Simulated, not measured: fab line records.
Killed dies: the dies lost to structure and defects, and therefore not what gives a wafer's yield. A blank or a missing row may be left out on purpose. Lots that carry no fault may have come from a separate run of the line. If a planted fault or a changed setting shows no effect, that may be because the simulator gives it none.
Which tool was responsible? | flow sky130 | 9 lots, 27 wafers sampled, at 6 steps of a route of 708

## WHAT EACH GAUGE READ, for each wafer
SKY_METAL1_RS_MEAS_05: a four-point-probe measurement. Usual: METAL1_ALCU_RS gives 0.1264 ohm/sq (standard deviation 0.0011).
lot  | measured     | on            | METAL1_ALCU_RS (ohm/sq)                   | flag
L860 | day 33 23:13 | film_metro-01 | 0.1289 0.1277 0.1253                      |
L861 | day 34 08:48 | film_metro-01 | 0.1246 0.1252 0.1251                      |
L864 | day 35 02:58 | film_metro-01 | 0.1252 0.1260 0.1252                      |
L865 | day 35 04:42 | film_metro-01 | 0.1263 0.1272 0.1259                      |
L870 | day 37 04:08 | film_metro-04 | 0.1263 0.0818 0.1277 0.1265 0.0817 0.1278 | OFF
L871 | day 37 04:43 | film_metro-04 | 0.1256 0.0809 0.1274 0.1256 0.0809 0.1276 | OFF
L877 | day 39 06:47 | film_metro-01 | 0.1256 0.1255 0.1265                      |
L878 | day 39 08:27 | film_metro-04 | 0.1293 0.1279 0.1265                      |
L879 | day 39 13:14 | film_metro-04 | 0.1267 0.1260 0.1276                      |

SKY_METAL1_THK_MEAS_06: measures by xrf. Usual: METAL1_ALCU_THK gives 252.8 nm (standard deviation 2.5).
lot  | measured     | on            | METAL1_ALCU_THK (nm)                | flag
L860 | day 33 23:20 | film_metro-01 | 246.3 248.0 253.1                   |
L861 | day 34 08:54 | film_metro-01 | 256.9 254.6 255.9                   |
L864 | day 35 03:05 | film_metro-01 | 253.8 254.3 252.8                   |
L865 | day 35 04:49 | film_metro-01 | 251.9 250.9 254.4                   |
L870 | day 37 08:39 | film_metro-04 | 253.5 388.7 250.8 253.9 387.5 251.3 | OFF
L871 | day 37 06:13 | film_metro-04 | 256.7 394.5 252.3 254.8 395.2 251.5 | OFF
L877 | day 39 06:54 | film_metro-01 | 255.9 253.9 254.7                   |
L878 | day 39 08:34 | film_metro-04 | 247.9 250.3 252.4                   |
L879 | day 39 13:20 | film_metro-04 | 252.8 255.1 251.2                   |

## WHAT TOOL EACH LOT RAN ON (gives the tool, then ch and the chambers of the sampled wafers, and finally the start)
lot  | SKY_CONTACT_CVD_24            | SKY_CONTACT_CMP_27            | SKY_METAL1_SPUTTER_02        | SKY_METAL1_SPUTTER_04
L860 | cvd_w-02 ch 0,1, day 33 22:28 | cmp-02 ch 1,3, day 33 22:49   | pvd_sputter-03, day 33 23:07 | pvd_sputter-03, day 33 23:09
L861 | cvd_w-02 ch 0,1, day 34 08:04 | cmp-02 ch 1,2,3, day 34 08:25 | pvd_sputter-04, day 34 08:40 | pvd_sputter-04, day 34 08:43
L864 | cvd_w-01 ch 0,1, day 35 02:14 | cmp-02 ch 1,2,3, day 35 02:38 | pvd_sputter-04, day 35 02:53 | pvd_sputter-04, day 35 02:56
L865 | cvd_w-02 ch 0,1, day 35 03:57 | cmp-02 ch 0,3, day 35 04:14   | pvd_sputter-03, day 35 04:35 | pvd_sputter-03, day 35 04:38
L870 | cvd_w-02 ch 0,1, day 37 03:24 | cmp-01 ch 1,2, day 37 03:41   | pvd_sputter-04, day 37 04:02 | pvd_sputter-04, day 37 04:05
L871 | cvd_w-01 ch 0,1, day 37 03:58 | cmp-02 ch 1,2,3, day 37 04:16 | pvd_sputter-04, day 37 04:37 | pvd_sputter-04, day 37 04:39
L877 | cvd_w-01 ch 0, day 39 06:03   | cmp-02 ch 0,1,2, day 39 06:26 | pvd_sputter-01, day 39 06:41 | pvd_sputter-01, day 39 06:44
L878 | cvd_w-02 ch 0,1, day 39 07:42 | cmp-02 ch 0,2,3, day 39 08:08 | pvd_sputter-03, day 39 08:20 | pvd_sputter-03, day 39 08:23
L879 | cvd_w-02 ch 0,1, day 39 12:23 | cmp-02 ch 0,1,2, day 39 12:50 | pvd_sputter-01, day 39 13:05 | pvd_sputter-01, day 39 13:08
- SKY_CONTACT_CVD_24: deposits W, target thk 340 nm, time 102.12 s.
- SKY_CONTACT_CMP_27: polishes, stops on SiO2, t overpolish 15 s, target thk 0 nm.
- SKY_METAL1_SPUTTER_02: material AlCu, target thk 250 nm, time 13.3 s.
- SKY_METAL1_SPUTTER_04: material TiN, target thk 70 nm, time 58.3 s.

## AS READ BY THE TOOLS THEMSELVES (means over the sampled wafers that have a number; for cases with no such wafer, the mark the record gives instead)
SKY_CONTACT_CVD_24. Usual: heater_power_w reads 843 W (standard deviation 56).
lot  | tool     | heater_power_w (W) | flag
L860 | cvd_w-02 | 863                |
L861 | cvd_w-02 | 818                |
L864 | cvd_w-01 | 835                |
L865 | cvd_w-02 | 814                |
L870 | cvd_w-02 | 881                |
L871 | cvd_w-01 | 842                |
L877 | cvd_w-01 | 775                |
L878 | cvd_w-02 | 810                |
L879 | cvd_w-02 | 816                |

SKY_CONTACT_CMP_27. Usual: edge_zone_pressure_frac 1.000, standard deviation 0.0048; motor_current_A 11.3 A, standard deviation 1.2; overpolish_run_s 15.001 s, standard deviation 0.0084; retaining_ring_pressure_frac 1.000, standard deviation 0.0049; slurry_filter_dp_kPa 13.49 kPa, standard deviation 0.14; time_to_endpoint_s 83 s, standard deviation 4.3.
lot  | tool   | edge_zone_pressure_frac | motor_current_A (A) | overpolish_run_s (s) | retaining_ring_pressure_frac | slurry_filter_dp_kPa (kPa) | time_to_endpoint_s (s) | flag
L860 | cmp-02 | 0.998                   | 11.6                | 15.006               | 1.002                        | 13.51                      | 85                     |
L861 | cmp-02 | 1.000                   | 11.2                | 15.001               | 0.997                        | 13.49                      | 81                     |
L864 | cmp-02 | 1.003                   | 11.1                | 15.003               | 1.001                        | 13.44                      | 84                     |
L865 | cmp-02 | 0.998                   | 10.5                | 14.999               | 0.999                        | 13.39                      | 84                     |
L870 | cmp-01 | 0.997                   | 11.5                | 15.010               | 1.000                        | 13.61                      | 80                     |
L871 | cmp-02 | 0.998                   | 11.2                | 15.007               | 0.999                        | 13.37                      | 87                     |
L877 | cmp-02 | 1.003                   | 11.9                | 15.002               | 0.999                        | 13.50                      | 87                     |
L878 | cmp-02 | 1.000                   | 10.5                | 15.006               | 1.003                        | 13.37                      | 89                     |
L879 | cmp-02 | 0.999                   | 11.9                | 15.007               | 0.999                        | 13.42                      | 87                     |

SKY_METAL1_SPUTTER_02. Usual: throttle_valve_pct reads 30.2 % (standard deviation 1).
lot  | tool           | throttle_valve_pct (%) | flag
L860 | pvd_sputter-03 | 30.7                   |
L861 | pvd_sputter-04 | 30.5                   |
L864 | pvd_sputter-04 | 29.9                   |
L865 | pvd_sputter-03 | 29.7                   |
L870 | pvd_sputter-04 | 30.8                   |
L871 | pvd_sputter-04 | 30.5                   |
L877 | pvd_sputter-01 | 29.9                   |
L878 | pvd_sputter-03 | 30.6                   |
L879 | pvd_sputter-01 | 29.7                   |

SKY_METAL1_SPUTTER_04. Usual: throttle_valve_pct reads 30.2 % (standard deviation 1).
lot  | tool           | throttle_valve_pct (%) | flag
L860 | pvd_sputter-03 | 30.5                   |
L861 | pvd_sputter-04 | 30.5                   |
L864 | pvd_sputter-04 | 29.9                   |
L865 | pvd_sputter-03 | 29.6                   |
L870 | pvd_sputter-04 | 30.9                   |
L871 | pvd_sputter-04 | 30.5                   |
L877 | pvd_sputter-01 | 29.8                   |
L878 | pvd_sputter-03 | 30.8                   |
L879 | pvd_sputter-01 | 29.8                   |

## THE ANSWER, worked out from the rows above alone
Rule: a lot counts as off when the mean over its wafers that have a number is more than 3 standard deviations away from the usual mean. Also off: a lot with no number at a reading for which 4 or more lots have one. The other lots that the step has rows for count as sound. First the gauges in route order, then the tools' own readings, where a lot's mean is used as printed above. The first step at which some lot is off is used, and at that step the reading that is off furthest; a lot without a number counts as furthest.
Off: at SKY_METAL1_RS_MEAS_05 (METAL1_ALCU_RS), L870, L871.
If a tool, at a process step before that reading, ran all the lots that are off and no sound lot after the first of them, it fits. Those tools and the gauges at SKY_METAL1_RS_MEAS_05 are tried in the same way. One fits: SKY_METAL1_SPUTTER_02 and SKY_METAL1_SPUTTER_04 on pvd_sputter-04. At SKY_METAL1_SPUTTER_02 its last sound lot is L864 (day 35 02:53), its first lot that is off L870 (day 37 04:02): a fault that began between those two fits.

## WHAT THE SIMULATOR PUT IN
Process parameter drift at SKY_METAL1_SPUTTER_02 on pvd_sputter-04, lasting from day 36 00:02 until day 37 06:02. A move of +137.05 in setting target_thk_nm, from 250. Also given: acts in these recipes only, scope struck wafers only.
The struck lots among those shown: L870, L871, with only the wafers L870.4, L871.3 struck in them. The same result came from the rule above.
